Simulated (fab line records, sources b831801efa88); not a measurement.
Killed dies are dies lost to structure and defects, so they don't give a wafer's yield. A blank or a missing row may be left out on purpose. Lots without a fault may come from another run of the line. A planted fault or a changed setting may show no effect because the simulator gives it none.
Which tool did it? | flow gf180mcu | 10 lots, 30 wafers sampled, at 8 steps of a route of 602

WHAT THE GAUGES READ, wafer by wafer
GF_HV_LDD_THK_MEAS_57. Usual: HV_LDD_CVD_56_THK 89.7 nm, standard deviation 1.
lot  | measured     | on            | HV_LDD_CVD_56_THK (nm) | flag
L260 | day 12 15:53 | film_metro-04 | 90.0 89.2 89.3         |
L262 | day 13 04:45 | film_metro-03 | 87.2 87.9 88.4         |
L264 | day 13 19:58 | film_metro-03 | 88.4 88.7 89.0         |
L265 | day 14 06:23 | film_metro-02 | 26.8 27.0 26.4         | OFF
L267 | day 15 03:34 | film_metro-04 | 27.3 27.6 26.9         | OFF
L275 | day 17 18:26 | film_metro-02 | 89.0 88.9 89.2         |
L277 | day 18 04:34 | film_metro-02 | 89.6 90.4 90.7         |
L278 | day 18 15:10 | film_metro-04 | 91.0 91.1 90.6         |
L279 | day 19 00:04 | film_metro-04 | 89.5 90.3 90.2         |
L283 | day 20 03:40 | film_metro-02 | 89.6 89.8 89.9         |

GF_CONTACT_BOW_MEAS_05. Usual: CONTACT_BOW 65 um, standard deviation 6.9.
lot  | measured     | on            | CONTACT_BOW (um) | flag
L260 | day 15 08:21 | film_metro-02 | 62 62 65         |
L262 | day 15 21:23 | film_metro-03 | 56 74 54         |
L264 | day 16 14:34 | film_metro-04 | 64 76 67         |
L265 | day 17 00:27 | film_metro-04 | 51 40 42         |
L267 | day 18 01:37 | film_metro-03 | 40 34 46         | OFF
L275 | day 20 20:49 | film_metro-04 | 66 51 63         |
L277 | day 21 08:07 | film_metro-02 | 52 59 61         |
L278 | day 21 18:55 | film_metro-02 | 68 66 67         |
L279 | day 22 02:40 | film_metro-03 | 60 54 67         |
L283 | day 23 05:17 | film_metro-04 | 73 62 75         |

GF_V1_BOW_MEAS_05. Usual: V1_BOW 83 um, standard deviation 7.1.
lot  | measured     | on            | V1_BOW (um) | flag
L260 | day 17 07:22 | film_metro-02 | 82 81 82    |
L262 | day 17 21:49 | film_metro-02 | 81 96 76    |
L264 | day 18 15:25 | film_metro-02 | 81 92 83    |
L265 | day 19 02:11 | film_metro-01 | 68 56 61    | OFF
L267 | day 20 05:07 | film_metro-01 | 61 54 70    | OFF
L275 | day 23 04:05 | film_metro-04 | 82 66 79    |
L277 | day 23 08:24 | film_metro-04 | 68 76 78    |
L278 | day 24 03:03 | film_metro-02 | 80 77 78    |
L279 | day 24 05:19 | film_metro-04 | 79 73 85    |
L283 | day 25 04:59 | film_metro-04 | 95 87 98    |

WHICH TOOL RAN EACH LOT (tool, then ch and the chambers of the sampled wafers, then the start)
lot  | GF_HV_LDD_STRIP_22                   | GF_HV_LDD_CVD_56            | GF_HV_LDD_ETCHBACK_58              | GF_NSD_STRIP_11                      | GF_PSD_STRIP_10
L260 | plasma_asher-01 ch 0,1, day 10 23:04 | lpcvd-02 ch 0, day 12 14:27 | rie_diel-04 ch 0,2,3, day 12 15:56 | plasma_asher-02 ch 0,1, day 13 11:52 | plasma_asher-01 ch 0,1, day 14 08:40
L262 | plasma_asher-03 ch 0,1, day 11 10:55 | lpcvd-01 ch 1, day 13 03:18 | rie_diel-02 ch 1,2, day 13 04:47   | plasma_asher-04 ch 0,1, day 14 01:39 | plasma_asher-01 ch 0,1, day 14 22:33
L264 | plasma_asher-01 ch 0,1, day 12 00:25 | lpcvd-01 ch 0, day 13 17:49 | rie_diel-02 ch 1,2, day 13 20:01   | plasma_asher-04 ch 0,1, day 14 17:19 | plasma_asher-03 ch 0,1, day 15 13:49
L265 | plasma_asher-01 ch 0,1, day 12 11:04 | lpcvd-01 ch 1, day 14 04:57 | rie_diel-03 ch 0,1, day 14 06:26   | plasma_asher-04 ch 0,1, day 15 03:28 | plasma_asher-03 ch 0,1, day 16 00:19
L267 | plasma_asher-03 ch 0,1, day 13 06:46 | lpcvd-01 ch 1, day 15 02:08 | rie_diel-02 ch 0,2, day 15 03:37   | plasma_asher-04 ch 0,1, day 16 01:22 | plasma_asher-02 ch 0,1, day 16 23:58
L275 | plasma_asher-01 ch 0, day 15 16:46   | lpcvd-01 ch 1, day 17 17:00 | rie_diel-04 ch 0,2,3, day 17 18:29 | plasma_asher-04 ch 0, day 18 17:45   | plasma_asher-02 ch 0,1, day 19 18:34
L277 | plasma_asher-03 ch 0,1, day 16 03:22 | lpcvd-01 ch 1, day 18 03:08 | rie_diel-04 ch 1,2,3, day 18 04:38 | plasma_asher-02 ch 0,1, day 19 05:16 | plasma_asher-02 ch 0,1, day 20 06:28
L278 | plasma_asher-01 ch 0,1, day 16 12:04 | lpcvd-02 ch 0, day 18 13:01 | rie_diel-02 ch 1,2,3, day 18 15:13 | plasma_asher-03 ch 0,1, day 19 15:52 | plasma_asher-02 ch 0,1, day 20 16:31
L279 | plasma_asher-04 ch 0,1, day 16 21:10 | lpcvd-01 ch 0, day 18 22:39 | rie_diel-04 ch 1,3, day 19 00:08   | plasma_asher-04 ch 0,1, day 20 00:34 | plasma_asher-01 ch 0,1, day 21 00:40
L283 | plasma_asher-03 ch 0,1, day 18 00:31 | lpcvd-01 ch 1, day 20 02:14 | rie_diel-04 ch 0,1,2, day 20 03:43 | plasma_asher-03 ch 0,1, day 21 04:01 | plasma_asher-01 ch 0,1, day 22 04:46
- GF_HV_LDD_STRIP_22: strips in O2/N2.
- GF_HV_LDD_CVD_56: deposits Si3N4 from DCS/NH3, target thk 90 nm, time 1543 s.
- GF_HV_LDD_ETCHBACK_58: etches Si3N4 in CH3F/O2, stops on SiO2, time 100 s, target depth 90 nm.
- GF_NSD_STRIP_11: strips in O2/N2.
- GF_PSD_STRIP_10: strips in O2/N2.

WHAT THE TOOLS THEMSELVES READ (means of the sampled wafers that have a number; where no wafer has one, the mark that the record gives instead)
GF_HV_LDD_STRIP_22. Usual: drypump_motor_current_A 5.6 A, standard deviation 0.47; heater_power_w 310 W, standard deviation 35; oes_product_au 0.715 a.u., standard deviation 0.0049; strip_time_to_endpoint_s 12.61 s, standard deviation 0.039.
lot  | tool            | drypump_motor_current_A (A) | heater_power_w (W) | oes_product_au (a.u.) | strip_time_to_endpoint_s (s) | flag
L260 | plasma_asher-01 | 6.1                         | 272                | 0.714                 | 12.64                        |
L262 | plasma_asher-03 | 5.2                         | 327                | 0.711                 | 12.59                        |
L264 | plasma_asher-01 | 6.1                         | 275                | 0.714                 | 12.57                        |
L265 | plasma_asher-01 | 6.1                         | 275                | 0.715                 | 12.60                        |
L267 | plasma_asher-03 | 5.1                         | 335                | 0.714                 | 12.60                        |
L275 | plasma_asher-01 | 6.0                         | 281                | 0.715                 | 12.63                        |
L277 | plasma_asher-03 | 5.1                         | 333                | 0.717                 | 12.66                        |
L278 | plasma_asher-01 | 6.1                         | 275                | 0.715                 | 12.62                        |
L279 | plasma_asher-04 | 5.4                         | 348                | 0.713                 | 12.67                        |
L283 | plasma_asher-03 | 5.2                         | 328                | 0.716                 | 12.59                        |

GF_HV_LDD_CVD_56. Usual: susceptor_temp_C 770.0 C, standard deviation 0.34; zone_power_upper_pct 13.1 %, standard deviation 0.34.
lot  | tool     | susceptor_temp_C (C) | zone_power_upper_pct (%) | flag
L260 | lpcvd-02 | 769.9                | 13.2                     |
L262 | lpcvd-01 | 770.0                | 13.3                     |
L264 | lpcvd-01 | 770.4                | 13.0                     |
L265 | lpcvd-01 | -                    | 13.1                     | OFF
L267 | lpcvd-01 | -                    | 13.2                     | OFF
L275 | lpcvd-01 | 769.8                | 13.2                     |
L277 | lpcvd-01 | 769.9                | 13.1                     |
L278 | lpcvd-02 | 770.1                | 13.0                     |
L279 | lpcvd-01 | 770.4                | 12.6                     |
L283 | lpcvd-01 | 769.9                | 13.1                     |

GF_HV_LDD_ETCHBACK_58. Usual: drypump_motor_current_A 5.6 A, standard deviation 0.43; oes_product_au 0.841 a.u., standard deviation 0.0068; throttle_valve_pct 10.560 %, standard deviation 0.0087.
lot  | tool        | drypump_motor_current_A (A) | oes_product_au (a.u.) | throttle_valve_pct (%) | flag
L260 | rie_diel-04 | 5.4                         | 0.839                 | 10.562                 |
L262 | rie_diel-02 | 5.8                         | 0.833                 | 10.560                 |
L264 | rie_diel-02 | 5.6                         | 0.840                 | 10.565                 |
L265 | rie_diel-03 | 5.8                         | 0.512                 | 10.525                 | OFF
L267 | rie_diel-02 | 5.7                         | 0.521                 | 10.508                 | OFF
L275 | rie_diel-04 | 5.4                         | 0.840                 | 10.556                 |
L277 | rie_diel-04 | 5.5                         | 0.849                 | 10.555                 |
L278 | rie_diel-02 | 5.4                         | 0.851                 | 10.563                 |
L279 | rie_diel-04 | 5.5                         | 0.841                 | 10.562                 |
L283 | rie_diel-04 | 5.5                         | 0.839                 | 10.561                 |

GF_NSD_STRIP_11. Usual: drypump_motor_current_A 5.6 A, standard deviation 0.39; heater_power_w 339 W, standard deviation 25; oes_product_au 0.487 a.u., standard deviation 0.0048; strip_time_to_endpoint_s 22.95 s, standard deviation 0.037.
lot  | tool            | drypump_motor_current_A (A) | heater_power_w (W) | oes_product_au (a.u.) | strip_time_to_endpoint_s (s) | flag
L260 | plasma_asher-02 | 5.8                         | 343                | 0.489                 | 22.90                        |
L262 | plasma_asher-04 | 5.4                         | 344                | 0.488                 | 22.95                        |
L264 | plasma_asher-04 | 5.4                         | 346                | 0.482                 | 22.91                        |
L265 | plasma_asher-04 | 5.4                         | 344                | 0.488                 | 22.91                        |
L267 | plasma_asher-04 | 5.6                         | 319                | 0.489                 | 22.99                        |
L275 | plasma_asher-04 | 5.2                         | 371                | 0.487                 | 22.92                        |
L277 | plasma_asher-02 | 5.8                         | 353                | 0.483                 | 22.87                        |
L278 | plasma_asher-03 | 5.1                         | 336                | 0.490                 | 22.95                        |
L279 | plasma_asher-04 | 5.6                         | 317                | 0.485                 | 22.94                        |
L283 | plasma_asher-03 | 5.2                         | 332                | 0.490                 | 22.96                        |

GF_PSD_STRIP_10. Usual: drypump_motor_current_A 5.7 A, standard deviation 0.46; heater_power_w 318 W, standard deviation 30; oes_product_au 0.591 a.u., standard deviation 0.0043; strip_time_to_endpoint_s 16.52 s, standard deviation 0.038.
lot  | tool            | drypump_motor_current_A (A) | heater_power_w (W) | oes_product_au (a.u.) | strip_time_to_endpoint_s (s) | flag
L260 | plasma_asher-01 | 6.1                         | 275                | 0.593                 | 16.47                        |
L262 | plasma_asher-01 | 6.0                         | 279                | 0.590                 | 16.50                        |
L264 | plasma_asher-03 | 5.2                         | 329                | 0.594                 | 16.53                        |
L265 | plasma_asher-03 | 5.1                         | 334                | 0.591                 | 16.54                        |
L267 | plasma_asher-02 | 5.9                         | 349                | 0.592                 | 16.51                        |
L275 | plasma_asher-02 | 5.8                         | 339                | 0.591                 | 16.48                        |
L277 | plasma_asher-02 | 5.9                         | 350                | 0.591                 | 16.59                        |
L278 | plasma_asher-02 | 5.8                         | 340                | 0.594                 | 16.51                        |
L279 | plasma_asher-01 | 6.1                         | 295                | 0.590                 | 16.53                        |
L283 | plasma_asher-01 | 6.2                         | 288                | 0.589                 | 16.49                        |

THE ANSWER, worked out from the rows above alone
Rule: a lot is off if the mean of its wafers that have a number lies more than 3 standard deviations from the usual mean. A lot without any number at a reading at which 4 lots or more have one is off too. The other lots that the step has rows for count as sound. The gauges are gone through in route order, then the tools' own readings, and for those a lot's mean is taken as printed above. The first step at which some lot is off is used, and at that step the reading that is off furthest; a lot without a number counts as furthest.
Off: L265, L267, at GF_HV_LDD_THK_MEAS_57 (HV_LDD_CVD_56_THK).
A tool fits if, at a process step before that reading, it ran every lot that is off, and no sound lot after the first of them. The gauges at GF_HV_LDD_THK_MEAS_57 aren't tried: what is off there is off at GF_V1_BOW_MEAS_05 too, on other tools, and a gauge's error can't cause that. None of those tried fits.

WHAT THE SIMULATOR HAD PUT IN
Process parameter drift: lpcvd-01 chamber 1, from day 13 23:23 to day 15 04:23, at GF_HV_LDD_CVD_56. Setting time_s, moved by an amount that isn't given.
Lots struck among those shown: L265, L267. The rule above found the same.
